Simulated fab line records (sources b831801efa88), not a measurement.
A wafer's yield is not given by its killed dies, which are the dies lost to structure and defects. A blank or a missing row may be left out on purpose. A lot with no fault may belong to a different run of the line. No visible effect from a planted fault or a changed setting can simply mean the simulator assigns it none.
fab line records	flow sky130
record lots=7	wafers=19	lastDay=50
route steps=708 shown METAL4@622 PAD_OPEN@708
lots untouched by any fault: they come from a run of this same line in which no faults occurred
startH: hours from the record's opening day to when the first of the lot's shown wafers began	waitH: hours since the lot's step before	" same as the row above	L1.1+2: a row that stands for several wafers	- no value, or no start given	* or withheld: withheld	< > ~ a bound
route shown NAME@n: names a module that has steps shown in the file, with the first one's number in the route	usual: mean/standard deviation taken from wafers without a fault	same: alike in all rows	chamber/n: place in a boat	sites: the reading at each site	_std_site: the values' standard deviation	_edge_site: the outer-site mean with the inner-site mean subtracted	radiusMm: how far each site lies from the wafer's centre	mask NAME#n: copy n	behind: tool/chamber where the wafer was last shaped	hold: cause of the lot's hold/its duration in hours/its outcome	device: names the non-switching transistor (n, p or np)	end of line: at the end of the route, the tests of the same wafers	for a step that has no rows: nothing shown but its recipe	killed: at the first sort, the dies lost to defects and structure; wafer yield is something else	map: per-die view of a wafer (x killed, . not killed, _ where there is no die)
set.NAME: the setting that was run; set.NAME@STEP: the one run at that earlier step	model.NAME: the simulator's own value behind a step, which no gauge read
lots seen at some steps along the route; tables by step, rows by wafer
services: a tool's chamber out of use, with start hour (startH, from the record's first day; less than 0 if before it), hours out, and reason
## steps
# step SKY_METAL4_HMDS_06
# recipe primeTimeS=60	primeTempC=120
# step SKY_METAL4_COAT_07
# recipe resist=BARC	tempC=withheld	timeS=withheld	spinRpm=3000	resistThkNm=60
# step SKY_METAL4_COAT_08
# recipe resist=KrF-thick	spinRpm=3000	resistThkNm=1140
# step SKY_METAL4_SOFTBAKE_09
# recipe tempC=100	timeS=90	resist=KrF-thick
# step SKY_METAL4_EXPOSE_10
# recipe maskId=MM4	na=0.68	sourceShape=annular	sigmaInner=0.4	sigmaOuter=0.8	targetCdNm=300	doseMj=28
# step SKY_METAL4_PEB_11
# recipe pebTempC=withheld	pebTimeS=withheld	resist=KrF-thick
# step SKY_METAL4_DEVELOP_12
# recipe developTimeS=60	resist=KrF-thick	devTempC=21
# step SKY_METAL4_CD_MEAS_13
# recipe targetCdNm=300
# usual cdNm=299.8/1.3
lot.wafer	tool	chamber	startH	waitH	cdNm
L796.2	cdSem-02	-	1008.86	-	302.3
L796.4	"	-	"	"	301.9
L796.6	"	-	"	"	302.2
L801.4	cdSem-02	-	1043.80	-	299.5
L801.6	"	-	"	"	298.8
L802.2	cdSem-02	-	1053.40	-	300.3
L802.4	"	-	"	"	300.4
L803.1	cdSem-01	-	1063.78	-	300.1
L803.4	"	-	"	"	298.6
L803.5	"	-	"	"	299.7
L806.4	cdSem-01	-	1074.14	-	299.8
L806.5	"	-	"	"	299.2
L806.6	"	-	"	"	299.1
L807.1	cdSem-01	-	1082.94	-	300.7
L807.2	"	-	"	"	298.7
L807.6	"	-	"	"	299.8
L813.2	cdSem-02	-	1111.16	-	298.8
L813.4	"	-	"	"	300.8
L813.6	"	-	"	"	301.3
# step SKY_METAL4_OVL_MEAS_14
# usual METAL4_OVL=-3/5.6
lot.wafer	tool	chamber	startH	waitH	METAL4_OVL[nm]
L796.2	overlay-01	-	1008.96	0.1	-6
L796.4	"	-	"	"	-7
L796.6	"	-	"	"	-8
L801.4	overlay-01	-	1043.88	0.1	-7
L801.6	"	-	"	"	1
L802.2	overlay-01	-	1053.50	0.1	-1
L802.4	"	-	"	"	-4
L803.1	overlay-01	-	1063.90	0.1	0
L803.4	"	-	"	"	-4
L803.5	"	-	"	"	10
L806.4	overlay-01	-	1074.22	0.1	-6
L806.5	"	-	"	"	0
L806.6	"	-	"	"	0
L807.1	overlay-02	-	1083.06	0.1	2
L807.2	"	-	"	"	0
L807.6	"	-	"	"	-4
L813.2	overlay-02	-	1111.27	0.1	-5
L813.4	"	-	"	"	-12
L813.6	"	-	"	"	2
# step SKY_METAL4_DESCUM_15
# recipe chemistry=O2	sourcePowerW=150	biasPowerW=0	pressureMtorr=10	tempC=40	timeS=8
# usual drypumpMotorCurrentA=5.5/0.4	oesProductAu=0.995/0.0078
# same timeS=8
lot.wafer	tool	chamber	startH	waitH	drypumpMotorCurrentA	oesProductAu	rfHoursCounterH
L796.2	rieMetal-02	1	1008.99	0.0	5.2	1.005	3
L796.4	"	0	"	"	5.8	0.992	-
L796.6	"	1	"	"	5.2	1.007	-
L801.4	rieMetal-02	1	1043.90	0.0	5.2	1.005	-
L801.6	"	1	"	"	5.2	0.995	-
L802.2	rieMetal-02	0	1053.53	0.0	5.8	0.992	14
L802.4	"	0	"	"	5.8	0.992	-
L803.1	rieMetal-02	1	1063.93	0.0	5.2	0.992	7
L803.4	"	0	"	"	5.8	0.984	-
L803.5	"	1	"	"	5.2	0.995	-
L806.4	rieMetal-03	0	1074.24	0.0	5.7	0.993	-
L806.5	"	1	"	"	6.2	0.995	-
L806.6	"	0	"	"	5.7	0.994	-
L807.1	rieMetal-02	0	1083.10	0.0	5.8	0.989	16
L807.2	"	1	"	"	5.2	0.998	8
L807.6	"	1	"	"	5.2	0.984	-
L813.2	rieMetal-01	1	1111.30	0.0	5.7	1.009	16
L813.4	"	0	"	"	5.0	0.997	-
L813.6	"	1	"	"	5.7	1.000	-
# step SKY_METAL4_ETCH_16
# recipe chemistry=N2/H2	target=BARC	ionEnergyEv=200	biasW=100	pressureMtorr=30	n2FlowSccm=100	h2FlowSccm=200	icpW=500	stopOn=SiO2	timeS=88.2	targetDepthA=600
# usual drypumpMotorCurrentA=5.5/0.4	oesProductAu=0.626/0.0045	throttleValvePct=13.205/0.0084
# same timeS=88.2
lot.wafer	tool	chamber	startH	waitH	drypumpMotorCurrentA	oesProductAu	rfHoursCounterH	throttleValvePct
L796.2	rieMetal-02	1	1009.03	0.0	5.2	0.620	3	13.195
L796.4	"	0	"	"	5.8	0.625	-	13.199
L796.6	"	1	"	"	5.2	0.621	-	13.207
L801.4	rieMetal-02	1	1043.96	0.0	5.2	0.630	-	13.205
L801.6	"	1	"	"	5.2	0.627	-	13.198
L802.2	rieMetal-02	0	1053.57	0.0	5.8	0.629	14	13.209
L802.4	"	0	"	"	5.8	0.628	-	13.215
L803.1	rieMetal-02	1	1063.98	0.0	5.2	0.628	7	13.215
L803.4	"	0	"	"	5.8	0.623	-	13.216
L803.5	"	1	"	"	5.2	0.633	-	13.198
L806.4	rieMetal-03	0	1074.30	0.0	5.7	0.628	-	13.202
L806.5	"	1	"	"	6.2	0.622	-	13.193
L806.6	"	0	"	"	5.7	0.625	-	13.202
L807.1	rieMetal-02	0	1083.13	0.0	5.8	0.622	16	13.203
L807.2	"	1	"	"	5.2	0.630	8	13.203
L807.6	"	1	"	"	5.2	0.638	-	13.221
L813.2	rieMetal-01	1	1111.33	0.0	5.7	0.624	16	13.209
L813.4	"	0	"	"	4.9	0.625	-	13.213
L813.6	"	1	"	"	5.7	0.627	-	13.201
# step SKY_METAL4_ETCH_17
# recipe target=SiO2	stopOn=TiN	chemistry=C4F8/O2/Ar	sourceW=1500	biasW=1200	pressureMtorr=40	c4f8FlowSccm=withheld	O2_flow_sccm=6	Ar_flow_sccm=300	timeS=3.9	targetDepthA=150
# usual oesProductAu=0.758/0.0068
# same timeS=3.9
lot.wafer	tool	chamber	startH	waitH	oesProductAu
L796.2	rieDiel-01	2	1009.12	0.1	0.754
L796.4	"	1	"	"	0.750
L796.6	"	1	"	"	0.751
L801.4	rieDiel-01	2	1044.02	0.0	0.756
L801.6	"	1	"	"	0.755
L802.2	rieDiel-01	0	1053.66	0.1	0.758
L802.4	"	1	"	"	0.770
L803.1	rieDiel-02	2	1064.11	0.1	0.746
L803.4	"	1	"	"	0.765
L803.5	"	1	"	"	0.768
L806.4	rieDiel-03	1	1074.37	0.0	0.761
L806.5	"	3	"	"	0.753
L806.6	"	2	"	"	0.758
L807.1	rieDiel-03	2	1083.23	0.1	0.758
L807.2	"	3	"	"	0.755
L807.6	"	3	"	"	0.762
L813.2	rieDiel-02	1	1111.43	0.1	0.752
L813.4	"	1	"	"	0.764
L813.6	"	0	"	"	0.757
# step SKY_METAL4_METAL_ETCH_18
# recipe targetDepthA=8450	stopOn=SiO2	overEtchFrac=0.3	timeS=183.1	chemistry=Cl2/BCl3	resistSidewallDeg=88	pressureMtorr=10	icpW=900	biasW=48.5	Cl2_flow_sccm=60	bcl3FlowSccm=30
# usual bcl3FlowSccm=30.01/0.084	drypumpMotorCurrentA=5.5/0.43	oesProductAu=0.865/0.0058	overEtchFrac=0.3/0	throttleValvePct=22.265/0.0095
# same timeS=183.1
lot.wafer	tool	chamber	startH	waitH	bcl3FlowSccm	drypumpMotorCurrentA	oesProductAu	overEtchFrac	rfHoursCounterH	throttleValvePct	model.KrF-thick_of_METAL4_COAT_08.thkNm	model.METAL4.cdNm	model.SiO2_of_VIA3_HDPCVD_00.thkNm
L796.2	rieMetal-01	1	1009.14	0.0	29.99	5.7	0.867	0.3	7	22.268	525.5	302.9	435.5
L796.4	"	1	"	"	30.06	5.7	0.869	0.3	-	22.288	525.7	302.1	435.7
L796.6	"	0	"	"	29.94	4.9	0.872	0.3	-	22.261	517.5	302.9	436.2
L801.4	rieMetal-01	1	1044.10	0.1	29.96	5.7	0.766	0.63441	-	22.276	386.9	285.9	428.7
L801.6	"	1	"	"	30.00	5.7	0.867	0.3	-	22.284	524.3	297.8	434.2
L802.2	rieMetal-01	1	1053.68	0.0	29.91	5.7	0.855	0.3	10	22.268	518.7	301.9	434.4
L802.4	"	0	"	"	30.00	4.9	0.759	0.63441	-	22.257	383.3	285.5	427.5
L803.1	rieMetal-01	0	1064.13	0.0	30.04	4.9	0.774	0.63441	18	22.268	394.8	286.3	429.1
L803.4	"	0	"	"	30.06	5.0	0.757	0.63441	-	22.249	393.8	281.7	429.3
L803.5	"	1	"	"	30.01	5.8	0.869	0.3	-	22.258	523.1	298.2	435.1
L806.4	rieMetal-02	1	1074.44	0.1	30.04	5.2	0.864	0.3	-	22.281	533.3	298.2	435.6
L806.5	"	1	"	"	30.09	5.2	0.871	0.3	-	22.275	535.2	299.3	434.4
L806.6	"	0	"	"	30.00	5.8	0.881	0.3	-	22.272	543	297.7	435.3
L807.1	rieMetal-03	1	1083.25	0.0	30.12	6.2	0.866	0.3	19	22.266	542.9	298.5	435.3
L807.2	"	0	"	"	30.07	5.7	0.863	0.3	16	22.260	531.1	297.1	434.4
L807.6	"	1	"	"	29.97	6.2	0.872	0.3	-	22.253	538.6	299.5	435.5
L813.2	rieMetal-02	1	1111.45	0.0	30.03	5.2	0.861	0.3	10	22.262	525.4	303.3	435.2
L813.4	"	0	"	"	30.06	5.8	0.867	0.3	-	22.273	531.9	302	434.9
L813.6	"	0	"	"	30.00	5.8	0.867	0.3	-	22.264	536.9	295.6	434.1
# step SKY_METAL4_STRIP_19
# recipe chemistry=O2/N2	powerW=1400	pressureMtorr=1500	platenTempC=withheld	o2FlowSccm=3000	n2FlowSccm=300	overashFraction=0.5
# usual drypumpMotorCurrentA=5.4/0.38	oesProductAu=0.504/0.0047	stripTimeToEndpointS=6.59/0.06
lot.wafer	tool	chamber	startH	waitH	drypumpMotorCurrentA	oesProductAu	rfHoursCounterH	stripTimeToEndpointS
L796.2	plasmaAsher-02	1	1009.32	0.1	4.9	0.504	114	6.52
L796.4	"	1	"	"	4.8	0.502	-	6.51
L796.6	"	1	"	"	4.9	0.497	-	6.46
L801.4	plasmaAsher-01	0	1044.25	0.1	5.9	0.443	-	5.12
L801.6	"	1	"	"	5.7	0.498	-	6.52
L802.2	plasmaAsher-01	0	1053.86	0.1	5.8	0.496	31	6.45
L802.4	"	0	"	"	5.9	0.443	-	5.08
L803.1	plasmaAsher-02	0	1064.30	0.1	4.8	0.448	0	5.19
L803.4	"	0	"	"	4.8	0.446	-	5.21
L803.5	"	1	"	"	4.8	0.501	-	6.50
L806.4	plasmaAsher-01	0	1074.59	0.1	5.8	0.503	-	6.60
L806.5	"	1	"	"	5.7	0.505	-	6.61
L806.6	"	0	"	"	5.8	0.502	-	6.70
L807.1	plasmaAsher-01	0	1083.42	0.1	5.9	0.509	34	6.70
L807.2	"	1	"	"	5.7	0.508	34	6.59
L807.6	"	1	"	"	5.7	0.512	-	6.64
L813.2	plasmaAsher-04	0	1111.62	0.1	5.5	0.506	68	6.52
L813.4	"	0	"	"	5.4	0.510	-	6.59
L813.6	"	1	"	"	5.3	0.505	-	6.65
# step SKY_METAL4_STRIP_20
# recipe chemistry=postEtchResidueRemover	timeS=1200	tempC=72.5
# step SKY_PAD_OPEN_PROBE_99
# usual defectLimitedYield=82.4/1.9	killed_at_M0_to_M3=43/7.5	killed_at_M4_up=3.3/1.9	killedAtContacts=24/4.6	killedAtFrontEnd=16/4.9	killedAtOther=0.2/0.46	killedDies=87/9.1	killedOpen=47/7.4	killedShort=39/6.6	sort_bin_3_pad_short=0.9/0.43	sort_bin_5_function=10.3/1.4	sort_bin_6_memory=6.4/1.1	sortNPass=405/9.1	sortYieldPct=82.4/1.9
# same grossDies=492	killedAtBackSide=0	sort_bin_4_leakage[%]=0	sort_bin_8_speed[%]=0
lot.wafer	tool	chamber	startH	waitH	defectLimitedYield[%]	killed_at_M0_to_M3	killed_at_M4_up	killedAtContacts	killedAtFrontEnd	killedAtOther	killedDies	killedOpen	killedShort	sort_bin_3_pad_short[%]	sort_bin_5_function[%]	sort_bin_6_memory[%]	sortNPass	sortYieldPct[%]
L803.1	prober-02	-	1150.37	0.1	79.7	43	6	35	16	0	100	46	54	1.0	11.2	8.1	392	79.7
L803.4	prober-02	-	1150.52	0.2	85.2	32	3	21	17	0	73	40	33	1.0	8.9	4.9	419	85.2
L803.5	prober-02	-	1150.57	0.2	79.3	62	6	20	14	0	102	52	50	0.8	11.8	8.1	390	79.3
L806.4	prober-01	-	1158.46	0.2	81.7	51	1	23	15	0	90	51	37	1.4	9.6	7.3	402	81.7
# killed by level:class
L803.1 CONTACT:geometricParticle:open=14 VIA1:geometricParticle:open=10 FIELD_ISO:geometricParticle:short=8 VIA3:geometricParticle:open=8 LI_CONTACT:geometricParticle:open=7 LOCAL_INTERCONNECT:geometricParticle:short=7 VIA3:geometricParticle:short=7 METAL2:geometricParticle:short=6
L803.4 LI_CONTACT:geometricParticle:open=11 FIELD_ISO:geometricParticle:short=6 LOCAL_INTERCONNECT:geometricParticle:short=5 METAL2:geometricParticle:short=5 VIA3:geometricParticle:open=5 FIELD_ISO:geometricParticle:open=4 METAL1:geometricParticle:short=4 METAL2:geometricParticle:open=4
L803.5 VIA2:geometricParticle:open=12 VIA1:geometricParticle:open=11 VIA3:geometricParticle:open=10 VIA1:geometricParticle:short=8 METAL2:geometricParticle:short=7 POLY_GATE:geometricParticle:short=6 LI_CONTACT:geometricParticle:short=6 CONTACT:geometricParticle:open=5
L806.4 VIA1:geometricParticle:open=14 LI_CONTACT:geometricParticle:open=9 CONTACT:geometricParticle:open=8 VIA2:geometricParticle:open=7 VIA1:geometricParticle:short=6 METAL1:geometricParticle:short=6 VIA3:geometricParticle:open=5 METAL2:geometricParticle:short=5
## services
tool	chamber	startH	hours	kind
rieDiel-02	3	1002.67	-	clean
rieDiel-02	3	1002.67	26.1	scheduledDown
rieDiel-02	3	1002.67	26.1	ventCycle
rieDiel-03	-	1004.63	0.2	repair
rieDiel-01	3	1018.43	3.9	repair
plasmaAsher-01	-	1018.81	2.8	pm
rieMetal-03	-	1038.52	28.1	pm
plasmaAsher-02	-	1046.27	2.1	repair
rieDiel-03	2	1046.63	14.8	repair
plasmaAsher-02	-	1055.25	9.0	pm
plasmaAsher-02	0	1055.25	9.0	ventCycle
plasmaAsher-02	1	1055.25	9.0	ventCycle
rieDiel-03	0	1061.45	-	clean
rieDiel-01	3	1061.93	2.2	repair
rieDiel-01	2	1065.69	2.8	repair
plasmaAsher-02	-	1066.98	0.9	repair
rieDiel-01	1	1072.71	5.0	repair
plasmaAsher-02	-	1075.65	1.0	repair
rieDiel-01	1	1077.75	-	clean
rieDiel-01	1	1077.75	15.3	scheduledDown
rieDiel-01	1	1077.75	15.3	ventCycle
rieMetal-01	0	1092.61	2.4	repair
rieDiel-01	-	1095.36	14.6	pm
rieDiel-02	2	1106.56	17.1	repair
## key
firstSign step=SKY_METAL4_METAL_ETCH_18	reading=overEtchFrac	direction=up	sigmas=99+	usual=0.3	struck=0.63441
effect step=SKY_METAL4_METAL_ETCH_18	reading=oesProductAu	direction=down	sigmas=17	usual=0.865	struck=0.764
effect step=SKY_METAL4_STRIP_19	reading=stripTimeToEndpointS	direction=down	sigmas=24	usual=*	struck=*
modelEffect step=SKY_METAL4_METAL_ETCH_18	value=KrF-thick_of_METAL4_COAT_08.thkNm	without=530.3	struck=389.7
metAt SKY_METAL4_METAL_ETCH_18
struckWafers L801.4,L802.4,L803.1,L803.4
sortLeftOut L801.4,L802.4
onsetBetween 1009.14 1044.10
fault kind=processParameterDrift	tool=rieMetal-01	chamber=-	onsetH=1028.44	steps=SKY_METAL4_METAL_ETCH_18	channel=overEtchFrac	offset=0.33441	shape=step	endH=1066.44	scope=struckWafersOnly	actsIn=theseRecipesOnly	stated=0.3
# sortLeftOut: the simulated sort isn't trusted on such a fault, so these wafers' sort isn't shown, and their yield isn't known
